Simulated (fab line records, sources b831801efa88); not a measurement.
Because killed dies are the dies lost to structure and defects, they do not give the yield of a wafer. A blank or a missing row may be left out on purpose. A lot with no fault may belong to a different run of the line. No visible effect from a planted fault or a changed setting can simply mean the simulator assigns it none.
Which tool was responsible? || flow sky130 || 24 lots with 72 wafers sampled at 6 steps, on a route of 708 steps

WHAT THE GAUGES SHOWED, per wafer
SKY_CAP2M_THK_MEAS_01.
{"lot": "L074", "measured": "day 40 16:22", "on": "film_metro-01", "CAP2M_CVD_00_THK (nm)": "15.95 15.56 16.01"}
{"lot": "L075", "measured": "day 40 17:19", "on": "film_metro-02", "CAP2M_CVD_00_THK (nm)": "15.57 15.27 15.55"}
{"lot": "L077", "measured": "day 40 17:54", "on": "film_metro-03", "CAP2M_CVD_00_THK (nm)": "15.73 15.52 15.59"}
{"lot": "L076", "measured": "day 40 19:22", "on": "film_metro-03", "CAP2M_CVD_00_THK (nm)": "15.94 15.59 15.58"}
{"lot": "L078", "measured": "day 42 12:43", "on": "film_metro-02", "CAP2M_CVD_00_THK (nm)": "15.59 15.52 15.70"}
{"lot": "L079", "measured": "day 42 13:01", "on": "film_metro-02", "CAP2M_CVD_00_THK (nm)": "15.28 15.66 15.43"}
{"lot": "L081", "measured": "day 42 14:33", "on": "film_metro-02", "CAP2M_CVD_00_THK (nm)": "15.08 15.70 15.69"}
{"lot": "L080", "measured": "day 42 15:43", "on": "film_metro-02", "CAP2M_CVD_00_THK (nm)": "15.30 15.05 15.69"}
{"lot": "L082", "measured": "day 42 16:04", "on": "film_metro-01", "CAP2M_CVD_00_THK (nm)": "15.73 15.77 15.92"}
{"lot": "L084", "measured": "day 42 21:53", "on": "film_metro-01", "CAP2M_CVD_00_THK (nm)": "15.81 15.47 15.66"}
{"lot": "L083", "measured": "day 42 23:44", "on": "film_metro-03", "CAP2M_CVD_00_THK (nm)": "15.23 15.43 15.67"}
{"lot": "L085", "measured": "day 43 00:52", "on": "film_metro-03", "CAP2M_CVD_00_THK (nm)": "15.50 15.00 15.49"}
{"lot": "L086", "measured": "day 43 02:01", "on": "film_metro-01", "CAP2M_CVD_00_THK (nm)": "15.58 15.81 15.96"}
{"lot": "L087", "measured": "day 43 11:04", "on": "film_metro-03", "CAP2M_CVD_00_THK (nm)": "15.15 15.81 15.43"}
{"lot": "L088", "measured": "day 43 21:01", "on": "film_metro-01", "CAP2M_CVD_00_THK (nm)": "15.66 15.64 15.73"}
{"lot": "L089", "measured": "day 43 21:55", "on": "film_metro-03", "CAP2M_CVD_00_THK (nm)": "15.22 15.24 15.47"}
{"lot": "L090", "measured": "day 44 12:02", "on": "film_metro-02", "CAP2M_CVD_00_THK (nm)": "15.32 15.18 15.57"}
{"lot": "L091", "measured": "day 44 14:40", "on": "film_metro-02", "CAP2M_CVD_00_THK (nm)": "15.40 15.56 15.39"}
{"lot": "L092", "measured": "day 44 19:20", "on": "film_metro-01", "CAP2M_CVD_00_THK (nm)": "15.52 15.20 15.81"}
{"lot": "L093", "measured": "day 45 08:01", "on": "film_metro-03", "CAP2M_CVD_00_THK (nm)": "15.22 15.47 15.61"}
{"lot": "L094", "measured": "day 45 11:34", "on": "film_metro-03", "CAP2M_CVD_00_THK (nm)": "15.61 15.69 15.84"}
{"lot": "L095", "measured": "day 45 21:00", "on": "film_metro-01", "CAP2M_CVD_00_THK (nm)": "15.57 15.94 15.86"}
{"lot": "L096", "measured": "day 45 22:23", "on": "film_metro-03", "CAP2M_CVD_00_THK (nm)": "15.28 15.79 15.60"}
{"lot": "L097", "measured": "day 46 04:04", "on": "film_metro-03", "CAP2M_CVD_00_THK (nm)": "15.28 15.71 15.45"}

WHICH TOOL RAN EACH LOT (tool, then ch and the chambers of the sampled wafers, then the start)
{"lot": "L074", "SKY_METAL3_SPUTTER_03": "pvd_sputter-04, day 37 08:31", "SKY_METAL3_DESCUM_15": "rie_metal-03 ch 0,1, day 39 13:08", "SKY_VIA3_ETCH_14": "rie_diel-02 ch 0,1,3, day 40 14:46", "SKY_VIA3_CMP_24": "cmp-02 ch 0,1,2, day 40 15:58", "SKY_CAP2M_CVD_00": "pecvd-02 ch 0,1, day 40 16:20"}
{"lot": "L075", "SKY_METAL3_SPUTTER_03": "pvd_sputter-04, day 37 10:47", "SKY_METAL3_DESCUM_15": "rie_metal-04 ch 0,1, day 39 14:47", "SKY_VIA3_ETCH_14": "rie_diel-01 ch 1,2,3, day 40 15:46", "SKY_VIA3_CMP_24": "cmp-02 ch 1,2,3, day 40 16:50", "SKY_CAP2M_CVD_00": "pecvd-03 ch 0,1,2, day 40 17:17"}
{"lot": "L077", "SKY_METAL3_SPUTTER_03": "pvd_sputter-01, day 37 11:10", "SKY_METAL3_DESCUM_15": "rie_metal-01 ch 0,1, day 39 15:02", "SKY_VIA3_ETCH_14": "rie_diel-02 ch 0,1,3, day 40 16:20", "SKY_VIA3_CMP_24": "cmp-02 ch 0,1,2, day 40 17:32", "SKY_CAP2M_CVD_00": "pecvd-04 ch 0,1,2, day 40 17:51"}
{"lot": "L076", "SKY_METAL3_SPUTTER_03": "pvd_sputter-01, day 37 13:15", "SKY_METAL3_DESCUM_15": "rie_metal-01 ch 0,1, day 39 16:19", "SKY_VIA3_ETCH_14": "rie_diel-04 ch 0,3, day 40 17:49", "SKY_VIA3_CMP_24": "cmp-02 ch 2,3, day 40 18:55", "SKY_CAP2M_CVD_00": "pecvd-03 ch 0,1,2, day 40 19:20"}
{"lot": "L078", "SKY_METAL3_SPUTTER_03": "pvd_sputter-04, day 39 08:13", "SKY_METAL3_DESCUM_15": "rie_metal-01 ch 0,1, day 41 09:37", "SKY_VIA3_ETCH_14": "rie_diel-02 ch 2,3, day 42 10:55", "SKY_VIA3_CMP_24": "cmp-02 ch 0,1,3, day 42 12:17", "SKY_CAP2M_CVD_00": "pecvd-03 ch 0,1,2, day 42 12:41"}
{"lot": "L079", "SKY_METAL3_SPUTTER_03": "pvd_sputter-03, day 39 08:25", "SKY_METAL3_DESCUM_15": "rie_metal-04 ch 0,1, day 41 09:58", "SKY_VIA3_ETCH_14": "rie_diel-04 ch 0,1,3, day 42 10:58", "SKY_VIA3_CMP_24": "cmp-02 ch 1,2,3, day 42 12:32", "SKY_CAP2M_CVD_00": "pecvd-02 ch 0,1,2, day 42 12:59"}
{"lot": "L081", "SKY_METAL3_SPUTTER_03": "pvd_sputter-01, day 39 10:09", "SKY_METAL3_DESCUM_15": "rie_metal-04 ch 0,1, day 41 12:10", "SKY_VIA3_ETCH_14": "rie_diel-02 ch 0,1,3, day 42 13:01", "SKY_VIA3_CMP_24": "cmp-02 ch 0,2,3, day 42 14:04", "SKY_CAP2M_CVD_00": "pecvd-04 ch 1,2, day 42 14:31"}
{"lot": "L080", "SKY_METAL3_SPUTTER_03": "pvd_sputter-03, day 39 10:48", "SKY_METAL3_DESCUM_15": "rie_metal-04 ch 0,1, day 41 12:31", "SKY_VIA3_ETCH_14": "rie_diel-02 ch 0,1,3, day 42 14:10", "SKY_VIA3_CMP_24": "cmp-02 ch 0,1,2, day 42 15:14", "SKY_CAP2M_CVD_00": "pecvd-04 ch 0,2, day 42 15:41"}
{"lot": "L082", "SKY_METAL3_SPUTTER_03": "pvd_sputter-03, day 39 11:35", "SKY_METAL3_DESCUM_15": "rie_metal-03 ch 0,1, day 41 12:52", "SKY_VIA3_ETCH_14": "rie_diel-01 ch 1,2, day 42 14:31", "SKY_VIA3_CMP_24": "cmp-02 ch 0,1,3, day 42 15:41", "SKY_CAP2M_CVD_00": "pecvd-03 ch 0,1, day 42 16:02"}
{"lot": "L084", "SKY_METAL3_SPUTTER_03": "pvd_sputter-04, day 39 17:38", "SKY_METAL3_DESCUM_15": "rie_metal-01 ch 0,1, day 41 18:34", "SKY_VIA3_ETCH_14": "rie_diel-04 ch 1,2,3, day 42 19:43", "SKY_VIA3_CMP_24": "cmp-02 ch 0,3, day 42 21:25", "SKY_CAP2M_CVD_00": "pecvd-02 ch 0,1,2, day 42 21:52"}
{"lot": "L083", "SKY_METAL3_SPUTTER_03": "pvd_sputter-04, day 39 20:47", "SKY_METAL3_DESCUM_15": "rie_metal-01 ch 0,1, day 41 22:04", "SKY_VIA3_ETCH_14": "rie_diel-02 ch 1,2,3, day 42 22:10", "SKY_VIA3_CMP_24": "cmp-02 ch 1,2,3, day 42 23:15", "SKY_CAP2M_CVD_00": "pecvd-03 ch 1,2, day 42 23:42"}
{"lot": "L085", "SKY_METAL3_SPUTTER_03": "pvd_sputter-01, day 39 21:26", "SKY_METAL3_DESCUM_15": "rie_metal-04 ch 0,1, day 41 23:16", "SKY_VIA3_ETCH_14": "rie_diel-01 ch 0,1,2, day 42 23:19", "SKY_VIA3_CMP_24": "cmp-02 ch 1,2,3, day 43 00:23", "SKY_CAP2M_CVD_00": "pecvd-04 ch 0,2, day 43 00:50"}
{"lot": "L086", "SKY_METAL3_SPUTTER_03": "pvd_sputter-03, day 39 21:44", "SKY_METAL3_DESCUM_15": "rie_metal-03 ch 0,1, day 41 23:38", "SKY_VIA3_ETCH_14": "rie_diel-04 ch 0,1,3, day 43 00:28", "SKY_VIA3_CMP_24": "cmp-01 ch 0,1, day 43 01:34", "SKY_CAP2M_CVD_00": "pecvd-03 ch 1,2, day 43 01:58"}
{"lot": "L087", "SKY_METAL3_SPUTTER_03": "pvd_sputter-03, day 40 07:56", "SKY_METAL3_DESCUM_15": "rie_metal-01 ch 0,1, day 42 09:46", "SKY_VIA3_ETCH_14": "rie_diel-01 ch 1,2, day 43 09:31", "SKY_VIA3_CMP_24": "cmp-02 ch 2,3, day 43 10:34", "SKY_CAP2M_CVD_00": "pecvd-02 ch 0,1, day 43 11:01"}
{"lot": "L088", "SKY_METAL3_SPUTTER_03": "pvd_sputter-03, day 40 19:02", "SKY_METAL3_DESCUM_15": "rie_metal-01 ch 1, day 42 19:01", "SKY_VIA3_ETCH_14": "rie_diel-01 ch 0,1,2, day 43 18:46", "SKY_VIA3_CMP_24": "cmp-01 ch 1,2,3, day 43 20:38", "SKY_CAP2M_CVD_00": "pecvd-03 ch 0,1, day 43 20:59"}
{"lot": "L089", "SKY_METAL3_SPUTTER_03": "pvd_sputter-04, day 40 20:13", "SKY_METAL3_DESCUM_15": "rie_metal-03 ch 0,1, day 42 20:07", "SKY_VIA3_ETCH_14": "rie_diel-04 ch 1,2,3, day 43 19:59", "SKY_VIA3_CMP_24": "cmp-01 ch 1,2,3, day 43 21:29", "SKY_CAP2M_CVD_00": "pecvd-02 ch 0,2, day 43 21:53"}
{"lot": "L090", "SKY_METAL3_SPUTTER_03": "pvd_sputter-03, day 41 11:38", "SKY_METAL3_DESCUM_15": "rie_metal-03 ch 0,1, day 43 10:13", "SKY_VIA3_ETCH_14": "rie_diel-04 ch 0,2,3, day 44 10:07", "SKY_VIA3_CMP_24": "cmp-02 ch 0,1, day 44 11:33", "SKY_CAP2M_CVD_00": "pecvd-03 ch 0,2, day 44 12:00"}
{"lot": "L091", "SKY_METAL3_SPUTTER_03": "pvd_sputter-03, day 41 14:58", "SKY_METAL3_DESCUM_15": "rie_metal-03 ch 1, day 43 13:16", "SKY_VIA3_ETCH_14": "rie_diel-01 ch 0,1,2, day 44 13:07", "SKY_VIA3_CMP_24": "cmp-02 ch 0,2,3, day 44 14:11", "SKY_CAP2M_CVD_00": "pecvd-04 ch 0,1,2, day 44 14:38"}
{"lot": "L092", "SKY_METAL3_SPUTTER_03": "pvd_sputter-04, day 41 18:48", "SKY_METAL3_DESCUM_15": "rie_metal-01 ch 0,1, day 43 17:34", "SKY_VIA3_ETCH_14": "rie_diel-02 ch 0,2,3, day 44 17:37", "SKY_VIA3_CMP_24": "cmp-01 ch 0,2,3, day 44 18:51", "SKY_CAP2M_CVD_00": "pecvd-04 ch 1,2, day 44 19:18"}
{"lot": "L093", "SKY_METAL3_SPUTTER_03": "pvd_sputter-01, day 42 09:43", "SKY_METAL3_DESCUM_15": "rie_metal-03 ch 0,1, day 44 06:40", "SKY_VIA3_ETCH_14": "rie_diel-02 ch 1,3, day 45 06:28", "SKY_VIA3_CMP_24": "cmp-02 ch 2,3, day 45 07:34", "SKY_CAP2M_CVD_00": "pecvd-03 ch 0,2, day 45 07:58"}
{"lot": "L094", "SKY_METAL3_SPUTTER_03": "pvd_sputter-01, day 42 12:19", "SKY_METAL3_DESCUM_15": "rie_metal-03 ch 0,1, day 44 10:02", "SKY_VIA3_ETCH_14": "rie_diel-01 ch 0,1,3, day 45 09:59", "SKY_VIA3_CMP_24": "cmp-01 ch 0,1, day 45 11:04", "SKY_CAP2M_CVD_00": "pecvd-04 ch 0,1,2, day 45 11:31"}
{"lot": "L095", "SKY_METAL3_SPUTTER_03": "pvd_sputter-04, day 42 22:00", "SKY_METAL3_DESCUM_15": "rie_metal-01 ch 1, day 44 19:49", "SKY_VIA3_ETCH_14": "rie_diel-02 ch 0,2, day 45 19:16", "SKY_VIA3_CMP_24": "cmp-02 ch 0,2,3, day 45 20:35", "SKY_CAP2M_CVD_00": "pecvd-03 ch 0,1,2, day 45 20:59"}
{"lot": "L096", "SKY_METAL3_SPUTTER_03": "pvd_sputter-04, day 43 00:04", "SKY_METAL3_DESCUM_15": "rie_metal-03 ch 0, day 44 21:19", "SKY_VIA3_ETCH_14": "rie_diel-04 ch 0,2,3, day 45 20:23", "SKY_VIA3_CMP_24": "cmp-01 ch 0,2,3, day 45 21:54", "SKY_CAP2M_CVD_00": "pecvd-02 ch 0,1,2, day 45 22:22"}
{"lot": "L097", "SKY_METAL3_SPUTTER_03": "pvd_sputter-01, day 43 06:38", "SKY_METAL3_DESCUM_15": "rie_metal-04 ch 0,1, day 45 04:04", "SKY_VIA3_ETCH_14": "rie_diel-04 ch 1,2, day 46 02:14", "SKY_VIA3_CMP_24": "cmp-01 ch 0,1,2, day 46 03:40", "SKY_CAP2M_CVD_00": "pecvd-04 ch 0,2, day 46 04:01"}
- SKY_METAL3_SPUTTER_03: material Ti, target thk 5 nm, time 3.3 s.
- SKY_METAL3_DESCUM_15: chemistry O2, time 8 s.
- SKY_VIA3_ETCH_14: etches BARC in N2/H2, stops on SiO2, time 45.9 s, target depth 60 nm.
- SKY_VIA3_CMP_24: polishes, stops on SiO2, t overpolish 20 s, target thk 0 nm.
- SKY_CAP2M_CVD_00: deposits SiO2, target thk 15.5 nm.

WHAT THE TOOLS THEMSELVES READ (means of the sampled wafers that have a number; where no wafer has one, the mark that the record gives instead)
SKY_METAL3_SPUTTER_03.
{"lot": "L074", "tool": "pvd_sputter-04", "throttle_valve_pct (%)": 29.2}
{"lot": "L075", "tool": "pvd_sputter-04", "throttle_valve_pct (%)": 30.9}
{"lot": "L077", "tool": "pvd_sputter-01", "throttle_valve_pct (%)": 30.1}
{"lot": "L076", "tool": "pvd_sputter-01", "throttle_valve_pct (%)": 29.9}
{"lot": "L078", "tool": "pvd_sputter-04", "throttle_valve_pct (%)": 30.8}
{"lot": "L079", "tool": "pvd_sputter-03", "throttle_valve_pct (%)": 30.0}
{"lot": "L081", "tool": "pvd_sputter-01", "throttle_valve_pct (%)": 30.0}
{"lot": "L080", "tool": "pvd_sputter-03", "throttle_valve_pct (%)": 29.8}
{"lot": "L082", "tool": "pvd_sputter-03", "throttle_valve_pct (%)": 30.3}
{"lot": "L084", "tool": "pvd_sputter-04", "throttle_valve_pct (%)": 30.1}
{"lot": "L083", "tool": "pvd_sputter-04", "throttle_valve_pct (%)": 30.5}
{"lot": "L085", "tool": "pvd_sputter-01", "throttle_valve_pct (%)": 30.1}
{"lot": "L086", "tool": "pvd_sputter-03", "throttle_valve_pct (%)": 30.4}
{"lot": "L087", "tool": "pvd_sputter-03", "throttle_valve_pct (%)": 30.0}
{"lot": "L088", "tool": "pvd_sputter-03", "throttle_valve_pct (%)": 30.2}
{"lot": "L089", "tool": "pvd_sputter-04", "throttle_valve_pct (%)": 30.3}
{"lot": "L090", "tool": "pvd_sputter-03", "throttle_valve_pct (%)": 29.8}
{"lot": "L091", "tool": "pvd_sputter-03", "throttle_valve_pct (%)": 29.8}
{"lot": "L092", "tool": "pvd_sputter-04", "throttle_valve_pct (%)": 30.2}
{"lot": "L093", "tool": "pvd_sputter-01", "throttle_valve_pct (%)": 30.8}
{"lot": "L094", "tool": "pvd_sputter-01", "throttle_valve_pct (%)": 30.7}
{"lot": "L095", "tool": "pvd_sputter-04", "throttle_valve_pct (%)": 31.3}
{"lot": "L096", "tool": "pvd_sputter-04", "throttle_valve_pct (%)": 30.1}
{"lot": "L097", "tool": "pvd_sputter-01", "throttle_valve_pct (%)": 30.1}

SKY_METAL3_DESCUM_15.
{"lot": "L074", "tool": "rie_metal-03", "drypump_motor_current_A (A)": 5.7, "oes_product_au (a.u.)": 0.999}
{"lot": "L075", "tool": "rie_metal-04", "drypump_motor_current_A (A)": 5.9, "oes_product_au (a.u.)": 1.002}
{"lot": "L077", "tool": "rie_metal-01", "drypump_motor_current_A (A)": 5.3, "oes_product_au (a.u.)": 0.997}
{"lot": "L076", "tool": "rie_metal-01", "drypump_motor_current_A (A)": 5.3, "oes_product_au (a.u.)": 0.993}
{"lot": "L078", "tool": "rie_metal-01", "drypump_motor_current_A (A)": 5.3, "oes_product_au (a.u.)": 0.992}
{"lot": "L079", "tool": "rie_metal-04", "drypump_motor_current_A (A)": 6.0, "oes_product_au (a.u.)": 1.006}
{"lot": "L081", "tool": "rie_metal-04", "drypump_motor_current_A (A)": 6.0, "oes_product_au (a.u.)": 0.999}
{"lot": "L080", "tool": "rie_metal-04", "drypump_motor_current_A (A)": 5.9, "oes_product_au (a.u.)": 1.011}
{"lot": "L082", "tool": "rie_metal-03", "drypump_motor_current_A (A)": 5.7, "oes_product_au (a.u.)": 1.003}
{"lot": "L084", "tool": "rie_metal-01", "drypump_motor_current_A (A)": 5.3, "oes_product_au (a.u.)": 0.993}
{"lot": "L083", "tool": "rie_metal-01", "drypump_motor_current_A (A)": 5.3, "oes_product_au (a.u.)": 0.985}
{"lot": "L085", "tool": "rie_metal-04", "drypump_motor_current_A (A)": 5.9, "oes_product_au (a.u.)": 1.010}
{"lot": "L086", "tool": "rie_metal-03", "drypump_motor_current_A (A)": 5.2, "oes_product_au (a.u.)": 1.004}
{"lot": "L087", "tool": "rie_metal-01", "drypump_motor_current_A (A)": 5.3, "oes_product_au (a.u.)": 0.996}
{"lot": "L088", "tool": "rie_metal-01", "drypump_motor_current_A (A)": 5.3, "oes_product_au (a.u.)": 0.999}
{"lot": "L089", "tool": "rie_metal-03", "drypump_motor_current_A (A)": 5.2, "oes_product_au (a.u.)": 1.011}
{"lot": "L090", "tool": "rie_metal-03", "drypump_motor_current_A (A)": 5.8, "oes_product_au (a.u.)": 1.005}
{"lot": "L091", "tool": "rie_metal-03", "drypump_motor_current_A (A)": 6.3, "oes_product_au (a.u.)": 0.996}
{"lot": "L092", "tool": "rie_metal-01", "drypump_motor_current_A (A)": 5.3, "oes_product_au (a.u.)": 1.000}
{"lot": "L093", "tool": "rie_metal-03", "drypump_motor_current_A (A)": 5.7, "oes_product_au (a.u.)": 1.011}
{"lot": "L094", "tool": "rie_metal-03", "drypump_motor_current_A (A)": 5.2, "oes_product_au (a.u.)": 1.011}
{"lot": "L095", "tool": "rie_metal-01", "drypump_motor_current_A (A)": 5.3, "oes_product_au (a.u.)": 0.999}
{"lot": "L096", "tool": "rie_metal-03", "drypump_motor_current_A (A)": 4.7, "oes_product_au (a.u.)": 1.009}
{"lot": "L097", "tool": "rie_metal-04", "drypump_motor_current_A (A)": 6.0, "oes_product_au (a.u.)": 0.998}

SKY_VIA3_ETCH_14.
{"lot": "L074", "tool": "rie_diel-02", "drypump_motor_current_A (A)": 5.6, "n2_flow_sccm (sccm)": 99.94, "oes_product_au (a.u.)": 0.854, "throttle_valve_pct (%)": 13.222}
{"lot": "L075", "tool": "rie_diel-01", "drypump_motor_current_A (A)": 6.0, "n2_flow_sccm (sccm)": 100.07, "oes_product_au (a.u.)": 0.850, "throttle_valve_pct (%)": 13.231}
{"lot": "L077", "tool": "rie_diel-02", "drypump_motor_current_A (A)": 5.6, "n2_flow_sccm (sccm)": 99.96, "oes_product_au (a.u.)": 0.858, "throttle_valve_pct (%)": 13.224}
{"lot": "L076", "tool": "rie_diel-04", "drypump_motor_current_A (A)": 6.4, "n2_flow_sccm (sccm)": 100.37, "oes_product_au (a.u.)": 0.855, "throttle_valve_pct (%)": 13.220}
{"lot": "L078", "tool": "rie_diel-02", "drypump_motor_current_A (A)": 6.2, "n2_flow_sccm (sccm)": 99.91, "oes_product_au (a.u.)": 0.860, "throttle_valve_pct (%)": 13.229}
{"lot": "L079", "tool": "rie_diel-04", "drypump_motor_current_A (A)": 5.9, "n2_flow_sccm (sccm)": 100.09, "oes_product_au (a.u.)": 0.854, "throttle_valve_pct (%)": 13.230}
{"lot": "L081", "tool": "rie_diel-02", "drypump_motor_current_A (A)": 5.6, "n2_flow_sccm (sccm)": 100.01, "oes_product_au (a.u.)": 0.860, "throttle_valve_pct (%)": 13.235}
{"lot": "L080", "tool": "rie_diel-02", "drypump_motor_current_A (A)": 5.6, "n2_flow_sccm (sccm)": 99.94, "oes_product_au (a.u.)": 0.851, "throttle_valve_pct (%)": 13.228}
{"lot": "L082", "tool": "rie_diel-01", "drypump_motor_current_A (A)": 5.8, "n2_flow_sccm (sccm)": 99.91, "oes_product_au (a.u.)": 0.857, "throttle_valve_pct (%)": 13.230}
{"lot": "L084", "tool": "rie_diel-04", "drypump_motor_current_A (A)": 5.4, "n2_flow_sccm (sccm)": 100.12, "oes_product_au (a.u.)": 0.855, "throttle_valve_pct (%)": 13.223}
{"lot": "L083", "tool": "rie_diel-02", "drypump_motor_current_A (A)": 5.8, "n2_flow_sccm (sccm)": 100.27, "oes_product_au (a.u.)": 0.852, "throttle_valve_pct (%)": 13.227}
{"lot": "L085", "tool": "rie_diel-01", "drypump_motor_current_A (A)": 5.8, "n2_flow_sccm (sccm)": 100.24, "oes_product_au (a.u.)": 0.861, "throttle_valve_pct (%)": 13.228}
{"lot": "L086", "tool": "rie_diel-04", "drypump_motor_current_A (A)": 5.9, "n2_flow_sccm (sccm)": 99.96, "oes_product_au (a.u.)": 0.857, "throttle_valve_pct (%)": 13.224}
{"lot": "L087", "tool": "rie_diel-01", "drypump_motor_current_A (A)": 5.8, "n2_flow_sccm (sccm)": 99.67, "oes_product_au (a.u.)": 0.855, "throttle_valve_pct (%)": 13.223}
{"lot": "L088", "tool": "rie_diel-01", "drypump_motor_current_A (A)": 5.8, "n2_flow_sccm (sccm)": 99.73, "oes_product_au (a.u.)": 0.855, "throttle_valve_pct (%)": 13.221}
{"lot": "L089", "tool": "rie_diel-04", "drypump_motor_current_A (A)": 5.4, "n2_flow_sccm (sccm)": 100.04, "oes_product_au (a.u.)": 0.853, "throttle_valve_pct (%)": 13.236}
{"lot": "L090", "tool": "rie_diel-04", "drypump_motor_current_A (A)": 5.8, "n2_flow_sccm (sccm)": 99.85, "oes_product_au (a.u.)": 0.854, "throttle_valve_pct (%)": 13.230}
{"lot": "L091", "tool": "rie_diel-01", "drypump_motor_current_A (A)": 5.8, "n2_flow_sccm (sccm)": 100.31, "oes_product_au (a.u.)": 0.854, "throttle_valve_pct (%)": 13.229}
{"lot": "L092", "tool": "rie_diel-02", "drypump_motor_current_A (A)": 5.9, "n2_flow_sccm (sccm)": 100.22, "oes_product_au (a.u.)": 0.855, "throttle_valve_pct (%)": 13.225}
{"lot": "L093", "tool": "rie_diel-02", "drypump_motor_current_A (A)": 5.6, "n2_flow_sccm (sccm)": 99.75, "oes_product_au (a.u.)": 0.853, "throttle_valve_pct (%)": 13.219}
{"lot": "L094", "tool": "rie_diel-01", "drypump_motor_current_A (A)": 5.8, "n2_flow_sccm (sccm)": 99.74, "oes_product_au (a.u.)": 0.852, "throttle_valve_pct (%)": 13.216}
{"lot": "L095", "tool": "rie_diel-02", "drypump_motor_current_A (A)": 6.2, "n2_flow_sccm (sccm)": 99.94, "oes_product_au (a.u.)": 0.858, "throttle_valve_pct (%)": 13.217}
{"lot": "L096", "tool": "rie_diel-04", "drypump_motor_current_A (A)": 5.8, "n2_flow_sccm (sccm)": 99.78, "oes_product_au (a.u.)": 0.859, "throttle_valve_pct (%)": 13.226}
{"lot": "L097", "tool": "rie_diel-04", "drypump_motor_current_A (A)": 5.1, "n2_flow_sccm (sccm)": 99.74, "oes_product_au (a.u.)": 0.857, "throttle_valve_pct (%)": 13.224}

SKY_VIA3_CMP_24.
{"lot": "L074", "tool": "cmp-02", "motor_current_A (A)": 9.8, "overpolish_run_s (s)": 19.997, "time_to_endpoint_s (s)": 94}
{"lot": "L075", "tool": "cmp-02", "motor_current_A (A)": 10.2, "overpolish_run_s (s)": 20.000, "time_to_endpoint_s (s)": 90}
{"lot": "L077", "tool": "cmp-02", "motor_current_A (A)": 10.0, "overpolish_run_s (s)": 20.002, "time_to_endpoint_s (s)": 97}
{"lot": "L076", "tool": "cmp-02", "motor_current_A (A)": 10.3, "overpolish_run_s (s)": 20.002, "time_to_endpoint_s (s)": 91}
{"lot": "L078", "tool": "cmp-02", "motor_current_A (A)": 9.8, "overpolish_run_s (s)": 19.998, "time_to_endpoint_s (s)": 97}
{"lot": "L079", "tool": "cmp-02", "motor_current_A (A)": 10.0, "overpolish_run_s (s)": 19.992, "time_to_endpoint_s (s)": 93}
{"lot": "L081", "tool": "cmp-02", "motor_current_A (A)": 10.4, "overpolish_run_s (s)": 20.000, "time_to_endpoint_s (s)": 95}
{"lot": "L080", "tool": "cmp-02", "motor_current_A (A)": 10.2, "overpolish_run_s (s)": 19.991, "time_to_endpoint_s (s)": 98}
{"lot": "L082", "tool": "cmp-02", "motor_current_A (A)": 10.1, "overpolish_run_s (s)": 19.997, "time_to_endpoint_s (s)": 95}
{"lot": "L084", "tool": "cmp-02", "motor_current_A (A)": 10.0, "overpolish_run_s (s)": 19.998, "time_to_endpoint_s (s)": 95}
{"lot": "L083", "tool": "cmp-02", "motor_current_A (A)": 10.2, "overpolish_run_s (s)": 20.000, "time_to_endpoint_s (s)": 93}
{"lot": "L085", "tool": "cmp-02", "motor_current_A (A)": 9.7, "overpolish_run_s (s)": 20.003, "time_to_endpoint_s (s)": 94}
{"lot": "L086", "tool": "cmp-01", "motor_current_A (A)": 11.0, "overpolish_run_s (s)": 19.992, "time_to_endpoint_s (s)": 94}
{"lot": "L087", "tool": "cmp-02", "motor_current_A (A)": 10.3, "overpolish_run_s (s)": 19.998, "time_to_endpoint_s (s)": 98}
{"lot": "L088", "tool": "cmp-01", "motor_current_A (A)": 12.0, "overpolish_run_s (s)": 19.997, "time_to_endpoint_s (s)": 92}
{"lot": "L089", "tool": "cmp-01", "motor_current_A (A)": 12.1, "overpolish_run_s (s)": 19.999, "time_to_endpoint_s (s)": 93}
{"lot": "L090", "tool": "cmp-02", "motor_current_A (A)": 9.8, "overpolish_run_s (s)": 20.000, "time_to_endpoint_s (s)": 93}
{"lot": "L091", "tool": "cmp-02", "motor_current_A (A)": 10.2, "overpolish_run_s (s)": 20.007, "time_to_endpoint_s (s)": 96}
{"lot": "L092", "tool": "cmp-01", "motor_current_A (A)": 12.1, "overpolish_run_s (s)": 20.005, "time_to_endpoint_s (s)": 97}
{"lot": "L093", "tool": "cmp-02", "motor_current_A (A)": 10.4, "overpolish_run_s (s)": 20.009, "time_to_endpoint_s (s)": 90}
{"lot": "L094", "tool": "cmp-01", "motor_current_A (A)": 10.6, "overpolish_run_s (s)": 19.998, "time_to_endpoint_s (s)": 97}
{"lot": "L095", "tool": "cmp-02", "motor_current_A (A)": 10.6, "overpolish_run_s (s)": 20.012, "time_to_endpoint_s (s)": 95}
{"lot": "L096", "tool": "cmp-01", "motor_current_A (A)": 12.1, "overpolish_run_s (s)": 20.014, "time_to_endpoint_s (s)": 94}
{"lot": "L097", "tool": "cmp-01", "motor_current_A (A)": 11.4, "overpolish_run_s (s)": 20.000, "time_to_endpoint_s (s)": 99}

SKY_CAP2M_CVD_00.
{"lot": "L074", "tool": "pecvd-02", "heater_power_w (W)": 707}
{"lot": "L075", "tool": "pecvd-03", "heater_power_w (W)": 689}
{"lot": "L077", "tool": "pecvd-04", "heater_power_w (W)": 724}
{"lot": "L076", "tool": "pecvd-03", "heater_power_w (W)": 697}
{"lot": "L078", "tool": "pecvd-03", "heater_power_w (W)": 675}
{"lot": "L079", "tool": "pecvd-02", "heater_power_w (W)": 680}
{"lot": "L081", "tool": "pecvd-04", "heater_power_w (W)": 720}
{"lot": "L080", "tool": "pecvd-04", "heater_power_w (W)": 646}
{"lot": "L082", "tool": "pecvd-03", "heater_power_w (W)": 686}
{"lot": "L084", "tool": "pecvd-02", "heater_power_w (W)": 644}
{"lot": "L083", "tool": "pecvd-03", "heater_power_w (W)": 640}
{"lot": "L085", "tool": "pecvd-04", "heater_power_w (W)": 687}
{"lot": "L086", "tool": "pecvd-03", "heater_power_w (W)": 658}
{"lot": "L087", "tool": "pecvd-02", "heater_power_w (W)": 656}
{"lot": "L088", "tool": "pecvd-03", "heater_power_w (W)": 709}
{"lot": "L089", "tool": "pecvd-02", "heater_power_w (W)": 591}
{"lot": "L090", "tool": "pecvd-03", "heater_power_w (W)": 609}
{"lot": "L091", "tool": "pecvd-04", "heater_power_w (W)": 676}
{"lot": "L092", "tool": "pecvd-04", "heater_power_w (W)": 703}
{"lot": "L093", "tool": "pecvd-03", "heater_power_w (W)": 634}
{"lot": "L094", "tool": "pecvd-04", "heater_power_w (W)": 718}
{"lot": "L095", "tool": "pecvd-03", "heater_power_w (W)": 701}
{"lot": "L096", "tool": "pecvd-02", "heater_power_w (W)": 664}
{"lot": "L097", "tool": "pecvd-04", "heater_power_w (W)": 665}

THE ANSWER, worked out from the rows above alone
Rule: usual is defined by the lots themselves. Put in order of their means at a reading, lots are off if they are a third of the lots or fewer, leave a main group of 4 or more, and stand apart from it by a gap of 3 or more times the standard deviation of the main group's means; of several such gaps the widest counts. Not used: any main group whose means are identical at the precision the tables above print for the reading. Also off: a lot with no number at a reading for which 4 or more lots have one. Any other lot the step has rows for is counted as sound. Order of review: gauges by route order, followed by the tools' own readings, for which a lot's mean as printed above is used. The first step at which some lot is off is used, and at that step the reading that is off furthest; a lot without a number counts as furthest.
None of the lots is off at any reading shown; this tells nothing.

WHAT THE SIMULATOR HAD INSERTED
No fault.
